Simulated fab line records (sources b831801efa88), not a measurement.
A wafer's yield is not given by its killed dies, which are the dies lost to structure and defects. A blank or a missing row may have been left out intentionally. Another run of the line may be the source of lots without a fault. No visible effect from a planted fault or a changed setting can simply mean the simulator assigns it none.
Which tool is to blame?    flow sky130    Sampling: 12 lots, 36 wafers, 5 of 708 route steps

WHAT THE GAUGES SHOWED, per wafer
SKY_FIELD_ISO_THK_MEAS_25. Usual: FIELD_ISO_CVD_24_THK typically reads 593 nm, with standard deviation 7.1.
lot   measured     on             FIELD_ISO_CVD_24_THK (nm)  flag
L102  day 2 13:07  film-metro-02  591 592 598                
L103  day 2 19:13  film-metro-01  591 594 590                
L105  day 3 09:45  film-metro-02  590 585 590                
L107  day 3 17:40  film-metro-02  588 590 586                
L110  day 4 10:42  film-metro-03  592 582 596                
L115  day 5 09:03  film-metro-01  605 597 601                
L118  day 6 02:56  film-metro-02  591 593 589                
L120  day 6 13:18  film-metro-01  582 600 596                
L121  day 6 15:20  film-metro-02  599 590 595                
L122  day 6 19:41  film-metro-01  609 600 592                
L123  day 7 00:17  film-metro-03  583 601 588                
L124  day 7 10:44  film-metro-01  577 591 581                

SKY_NWELL_RS_MEAS_31: uses a four-point probe to measure. Usual: PWDE_RS typically reads 5277 ohm/sq, with standard deviation 15.
lot   measured      on             PWDE_RS (ohm/sq)  flag
L102  day 5 14:47   film-metro-04  5268 5277 5258    
L103  day 5 20:51   film-metro-01  5288 5276 5274    
L105  day 6 20:21   film-metro-04  5407 5410 5405    OFF
L107  day 7 00:28   film-metro-02  5446 5426 5446    OFF
L110  day 7 23:11   film-metro-02  5430 5415 5414    OFF
L115  day 8 21:22   film-metro-02  5271 5280 5277    
L118  day 9 17:29   film-metro-04  5263 5262 5249    
L120  day 10 05:10  film-metro-04  5282 5269 5274    
L121  day 10 08:31  film-metro-04  5253 5269 5261    
L122  day 10 12:30  film-metro-01  5261 5246 5268    
L123  day 10 19:07  film-metro-04  5264 5267 5269    
L124  day 11 06:58  film-metro-01  5288 5286 5264    

SKY_SONOS_ONO_THK_MEAS_03. Usual: SONOS_ONO_CVD_02_THK typically reads 10.58 nm, with standard deviation 0.14.
lot   measured      on             SONOS_ONO_CVD_02_THK (nm)  flag
L102  day 11 20:47  film-metro-03  10.51 10.35 10.33          
L103  day 12 03:22  film-metro-03  10.45 10.33 10.37          
L105  day 13 13:08  film-metro-01  10.70 10.90 10.71          
L107  day 13 16:45  film-metro-01  10.55 10.45 10.56          
L110  day 15 01:50  film-metro-01  10.84 10.75 10.75          
L115  day 16 06:16  film-metro-01  10.78 10.76 10.67          
L118  day 17 07:26  film-metro-03  10.57 10.63 10.57          
L120  day 17 22:54  film-metro-01  10.57 10.41 10.55          
L121  day 18 03:37  film-metro-01  10.71 10.60 10.59          
L122  day 18 09:08  film-metro-02  10.47 10.47 10.46          
L123  day 19 22:22  film-metro-03  10.42 10.60 10.78          
L124  day 19 22:22  film-metro-02  10.57 10.67 10.62          

TOOL THAT RAN EACH LOT (tool first, then ch and the chambers of the sampled wafers, then the start)
lot   SKY_PWDE_IMPLANT_08             SKY_NWELL_STRIP_25
L102  implanter-04 ch 0, day 4 02:57  plasma-asher-04 ch 0,1, day 5 14:13
L103  implanter-03 ch 0, day 4 08:55  plasma-asher-04 ch 0,1, day 5 20:17
L105  implanter-04 ch 0, day 5 06:04  plasma-asher-04 ch 0,1, day 6 19:47
L107  implanter-04 ch 0, day 5 10:00  plasma-asher-04 ch 0,1, day 6 23:54
L110  implanter-04 ch 0, day 6 06:24  plasma-asher-01 ch 0,1, day 7 22:37
L115  implanter-03 ch 0, day 7 03:21  plasma-asher-03 ch 0,1, day 8 20:46
L118  implanter-03 ch 0, day 7 23:03  plasma-asher-03 ch 0,1, day 9 16:56
L120  implanter-03 ch 0, day 8 09:40  plasma-asher-03 ch 0,1, day 10 04:36
L121  implanter-03 ch 0, day 8 11:53  plasma-asher-03 ch 0,1, day 10 07:56
L122  implanter-02 ch 0, day 8 16:21  plasma-asher-01 ch 0, day 10 11:57
L123  implanter-03 ch 0, day 8 22:33  plasma-asher-04 ch 0,1, day 10 18:34
L124  implanter-02 ch 0, day 9 09:25  plasma-asher-01 ch 0,1, day 11 06:25
- SKY_PWDE_IMPLANT_08
- SKY_NWELL_STRIP_25: strips in O2/N2.

AS READ BY THE TOOLS THEMSELVES (means over the sampled wafers that have a number; for cases with no such wafer, the mark the record gives instead)
SKY_PWDE_IMPLANT_08. Usual: dose-ions-cm2 3.6e+12, standard deviation 4.1e+09; faraday-current-uA 20.3, standard deviation 0.39.
lot   tool          dose-ions-cm2  faraday-current-uA  flag
L102  implanter-04  3.6e+12        20.2                
L103  implanter-03  3.6e+12        20.0                
L105  implanter-04  3.5e+12        19.5                OFF
L107  implanter-04  3.5e+12        19.6                OFF
L110  implanter-04  3.5e+12        19.8                OFF
L115  implanter-03  3.6e+12        20.3                
L118  implanter-03  3.6e+12        20.4                
L120  implanter-03  3.6e+12        20.2                
L121  implanter-03  3.6e+12        20.0                
L122  implanter-02  3.6e+12        20.2                
L123  implanter-03  3.6e+12        20.5                
L124  implanter-02  3.6e+12        20.4                

SKY_NWELL_STRIP_25. Usual: drypump-motor-current-A 5.6 A, standard deviation 0.42; o2-flow-sccm 2999 sccm, standard deviation 8.5; oes-product-au 0.722 a.u., standard deviation 0.0049; strip-time-to-endpoint-s 36.91 s, standard deviation 0.1.
lot   tool             drypump-motor-current-A (A)  o2-flow-sccm (sccm)  oes-product-au (a.u.)  strip-time-to-endpoint-s (s)  flag
L102  plasma-asher-04  6.0                          2999                 0.726                  36.83                         
L103  plasma-asher-04  6.0                          3005                 0.720                  36.83                         
L105  plasma-asher-04  6.1                          3002                 0.723                  36.81                         
L107  plasma-asher-04  6.1                          2991                 0.726                  36.98                         
L110  plasma-asher-01  5.3                          3002                 0.721                  37.00                         
L115  plasma-asher-03  5.5                          2999                 0.721                  36.90                         
L118  plasma-asher-03  5.4                          2993                 0.723                  36.97                         
L120  plasma-asher-03  5.4                          3000                 0.720                  36.91                         
L121  plasma-asher-03  5.4                          2996                 0.723                  36.96                         
L122  plasma-asher-01  5.5                          3001                 0.718                  36.75                         
L123  plasma-asher-04  6.0                          2997                 0.724                  36.98                         
L124  plasma-asher-01  5.2                          3004                 0.719                  36.98                         

THE ANSWER, worked out from the rows above alone
Rule: take the mean of a lot's wafers that have a number; if it is more than 3 standard deviations from the usual mean, the lot is off. Also off: a lot with no number at a reading for which 4 or more lots have one. All remaining lots with rows at the step are treated as sound. The gauges are gone through in route order, then the tools' own readings, and for those a lot's mean is taken as printed above. At the first step where some lot is off, the reading lying furthest off is the one used; lots without a number count as furthest.
Off: at SKY_NWELL_RS_MEAS_31 (PWDE_RS), L105, L107, L110.
A tool fits if, at a process step before that reading, it ran every lot that is off, and no sound lot after the first of them. Not tried: the gauges at SKY_NWELL_RS_MEAS_31; whatever is off there is also off at SKY_PWDE_IMPLANT_08, on other tools, and gauge error can't account for it. One candidate fits, namely implanter-04 at SKY_PWDE_IMPLANT_08. A fault onset in the window from L102 (day 4 02:57, its last sound lot) to L105 (day 5 06:04, its first lot off) fits.
The tool's own readings at SKY_PWDE_IMPLANT_08 bear it out: on the lots that are off they differ by more than 5 times the standard deviation of the sound lots' means. dose-ions-cm2 reads 3.5e+12 there against 3.6e+12 on the sound lots.

WHAT THE SIMULATOR HAD INSERTED
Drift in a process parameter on implanter-04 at SKY_PWDE_IMPLANT_08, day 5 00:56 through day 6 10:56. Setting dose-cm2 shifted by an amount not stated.
Shown lots that were struck: L105, L107, L110. The same result came from the rule above.
